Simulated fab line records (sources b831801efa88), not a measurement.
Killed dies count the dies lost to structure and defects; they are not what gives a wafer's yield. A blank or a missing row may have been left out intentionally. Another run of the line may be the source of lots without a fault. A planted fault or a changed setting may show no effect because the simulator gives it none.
Chamber matching | flow gf180mcu | GF_V2_CMP_04 on cmp-02 has 4 sister chambers
The step polishes SiO2. 16 wafers are shown with their chamber, then 8 later ones without.

## WAFERS WITH THEIR CHAMBER
wafer  | chamber | motor_current_A (A) | time_to_endpoint_s (s) | retaining_ring_pressure_frac
L077.1 | 1       | 12.7                | 76                     | 1.001
L077.2 | 0       | 12.9                | 75                     | 1.003
L077.6 | 0       | 11.5                | 92                     | 1.005
L078.4 | 1       | 12.5                | 76                     | 0.999
L078.5 | 3       | 12.5                | 83                     | 1.003
L078.6 | 2       | 11.4                | 78                     | 0.999
L080.3 | 3       | 12.7                | 79                     | 0.998
L080.4 | 2       | 10.6                | 89                     | 0.996
L080.6 | 1       | 12.9                | 80                     | 0.996
L081.3 | 2       | 10.5                | 80                     | 0.993
L081.5 | 3       | 13.3                | 85                     | 0.992
L081.6 | 2       | 11.0                | 83                     | 0.996
L084.3 | 2       | 11.7                | 87                     | 0.999
L084.4 | 0       | 12.4                | 87                     | 0.999
L084.6 | 0       | 12.4                | 91                     | 1.003
L087.1 | 0       | 12.3                | 74                     | 0.995

SIGNATURES (means of the wafers above)
reading                      | chamber 0 | chamber 1 | chamber 2 | chamber 3 | scatter within a chamber
motor_current_A              | 12.300    | 12.700    | 11.040    | 12.833    | 0.456
time_to_endpoint_s           | 83.80     | 77.33     | 83.40     | 82.33     | 5.9
retaining_ring_pressure_frac | 1.00100   | 0.99867   | 0.99660   | 0.99767   | 0.00368
Rule: a wafer lies at a distance from a chamber equal to the root of the sum of squares, over the readings, of (its reading less the chamber's mean, divided by the reading's scatter). The wafer belongs to the nearest chamber; if the next one is less than 2 further off, it can't be placed. The scatter: take each reading less its chamber's mean, square it, sum over the shown wafers, divide by the number of wafers less the number of chambers, and take the root.

## WAFERS WITH NO CHAMBER GIVEN
wafer  | motor_current_A (A) | time_to_endpoint_s (s) | retaining_ring_pressure_frac
L087.3 | 12.4                | 76                     | 1.003
L087.6 | 12.5                | 78                     | 0.998
L088.2 | 11.3                | 87                     | 1.000
L088.4 | 12.7                | 80                     | 1.003
L088.6 | 12.1                | 92                     | 0.997
L097.3 | 12.9                | 81                     | 1.002
L097.4 | 11.2                | 87                     | 1.000
L097.5 | 12.6                | 79                     | 1.001

## CHAMBER TAKEN BY EACH
wafer  | from the rows above               | in truth
L087.3 | can't be placed: 1 or 0 or 3      | 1
L087.6 | can't be placed: 1 or 3 or 0      | 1
L088.2 | can't be placed: 2 or 0           | 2
L088.4 | can't be placed: 0 or 1 or 3      | 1
L088.6 | can't be placed: 0 or 3 or 2 or 1 | 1
L097.3 | can't be placed: 1 or 3 or 0      | 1
L097.4 | can't be placed: 2 or 0           | 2
L097.5 | can't be placed: 1 or 0 or 3      | 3
0 of 8 placed correctly. From these rows, 8 cannot be placed; in 8 the true chamber is one of the candidates. Number placed wrongly: 0.
